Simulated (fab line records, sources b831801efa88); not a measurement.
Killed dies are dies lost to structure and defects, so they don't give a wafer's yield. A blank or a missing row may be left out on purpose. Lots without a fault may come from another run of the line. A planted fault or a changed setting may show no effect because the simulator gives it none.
fab line records | flow sfq_line
record lots=14 wafers=42 last_day=94
route steps=325 shown I1@73
lots that met no fault: from a run of the same line without faults
start_h: hours from the record's first day to the start of the lot's first wafer shown | wait_h: hours since the lot's step before | " the same as in the row above | L1.1+2: a row that stands for several wafers | - no value, or no start given | * or withheld: withheld | < > ~ a bound
route shown NAME@n: a module of which the file shows steps, and the number in the route of the first | usual: mean/standard deviation of fault-free wafers | same: alike in all rows | chamber/n: place in a boat | sites: the reading at each site | _std_site: their standard deviation | _edge_site: outer sites' mean less inner sites' | radius_mm: how far each site lies from the wafer's centre | mask NAME#n: copy n | behind: the tool/chamber that last shaped the wafer | hold: why the lot was held/for how many hours/how that ended | device: the transistor (n, p or np) that didn't switch | end of line: the same wafers' tests at the end of the route | a step without rows: its recipe alone | killed: dies lost to structure and defects at the first sort, not the wafer's yield | map: a wafer's dies, x killed, . not, _ none there
set.NAME: the setting as run; set.NAME@STEP: as run at that earlier step | model.NAME: the simulator's own value behind a step, which no gauge read
steps of the route over a sample of lots; a table a step, a row a wafer
services: from which hour (start_h, from the record's first day; less than 0 if before it) a tool's chamber was out of use, for how many hours, and why
## steps
# step SFQ_TRILAYER_I1_DEP_PECVD_045
# recipe material=SiO2 temp_c=150 time_s=111.11 pressure_torr=2.4 rf_w=183.3 precursor=SiH4/N2O target_thk_nm=500
# usual heater_power_w=82/18 rf_fwd_power_W=182.0/0.63 showerhead_vpp_V=829/25 throttle_valve_pct=24.7/0.67
# columns lot.wafer tool chamber start_h wait_h heater_power_w rf_fwd_power_W showerhead_vpp_V throttle_valve_pct
L504.2 pecvd-04 1 232.11 0.0 72 181.6 839 24.8
L504.5 " 1 " " 78 181.1 843 24.3
L504.6 " 0 " " 97 181.3 828 23.5
L505.3 pecvd-03 1 241.89 0.0 100 181.7 777 26.1
L505.5 " 2 " " 93 182.1 841 25.7
L505.6 " 1 " " 101 182.1 791 25.7
L506.2 pecvd-04 1 250.11 0.0 68 180.9 829 24.6
L506.3 " 0 " " 104 181.7 825 23.6
L506.4 " 2 " " 52 181.5 827 23.9
L507.2 pecvd-03 1 257.31 0.0 94 182.4 790 26.0
L507.3 " 0 " " 107 182.5 844 25.0
L507.5 " 0 " " 113 181.3 850 24.9
L508.3 pecvd-03 2 262.11 0.0 98 181.9 841 25.3
L508.5 " 2 " " 82 182.3 836 25.4
L508.6 " 0 " " 121 182.2 832 25.0
L509.2 pecvd-04 0 266.91 0.0 95 182.3 837 23.8
L509.3 " 1 " " 80 181.3 848 25.0
L509.5 " 2 " " 52 182.3 818 24.0
L511.2 pecvd-04 0 282.53 0.0 93 182.5 843 23.7
L511.3 " 1 " " 66 182.0 839 24.5
L511.4 " 0 " " 96 182.4 821 23.6
L512.2 pecvd-01 2 287.31 0.0 56 181.9 904 25.0
L512.5 " 0 " " 86 182.1 818 25.0
L512.6 " 2 " " 59 181.5 918 24.9
L518.2 pecvd-04 1 341.62 0.0 89 151.9 753 25.0
L518.3 " 0 " " 114 152.0 770 24.1
L518.4 " 1 " " 89 152.4 765 24.6
L519.2 pecvd-04 0 359.19 0.0 105 153.2 758 24.1
L519.4 " 0 " " 107 152.2 766 24.0
L519.6 " 1 " " 88 152.7 755 25.0
L520.1 pecvd-01 1 371.19 0.0 72 182.9 784 24.5
L520.5 " 0 " " 72 182.0 817 25.2
L520.6 " 2 " " 60 181.7 895 24.8
L525.1 pecvd-03 2 407.74 0.0 102 182.7 854 25.8
L525.2 " 1 " " 93 182.4 769 26.3
L525.4 " 2 " " 83 181.7 857 26.0
L526.1 pecvd-04 2 420.94 0.0 66 181.9 830 24.2
L526.5 " 2 " " 50 182.4 819 24.0
L526.6 " 0 " " 96 182.5 835 23.8
L527.1 pecvd-04 2 424.54 0.0 57 183.4 834 24.8
L527.4 " 2 " " 60 182.1 813 24.3
L527.5 " 0 " " 94 182.1 830 23.8
## services
# columns tool chamber start_h hours kind
pecvd-04 2 227.66 19.4 repair
pecvd-03 0 235.97 5.7 repair
pecvd-04 2 315.33 6.2 repair
pecvd-01 - 322.32 6.0 pm
pecvd-04 - 361.48 1.1 repair
pecvd-04 1 364.84 12.7 repair
## key
first_sign step=SFQ_TRILAYER_I1_DEP_PECVD_045 reading=rf_fwd_power_W direction=down sigmas=47 usual=182.0 struck=152.4
effect step=SFQ_TRILAYER_I1_DEP_PECVD_045 reading=showerhead_vpp_V direction=down sigmas=2.7 usual=829 struck=761
met_at SFQ_TRILAYER_I1_DEP_PECVD_045
struck_lots L518,L519
onset_between 282.53 341.62
fault kind=process_parameter_drift tool=pecvd-04 chamber=- onset_h=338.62 steps=SFQ_TRILAYER_I1_DEP_PECVD_045 channel=rf_w offset=-29.328 shape=step end_h=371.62 acts_in=these_recipes_only stated=183.3
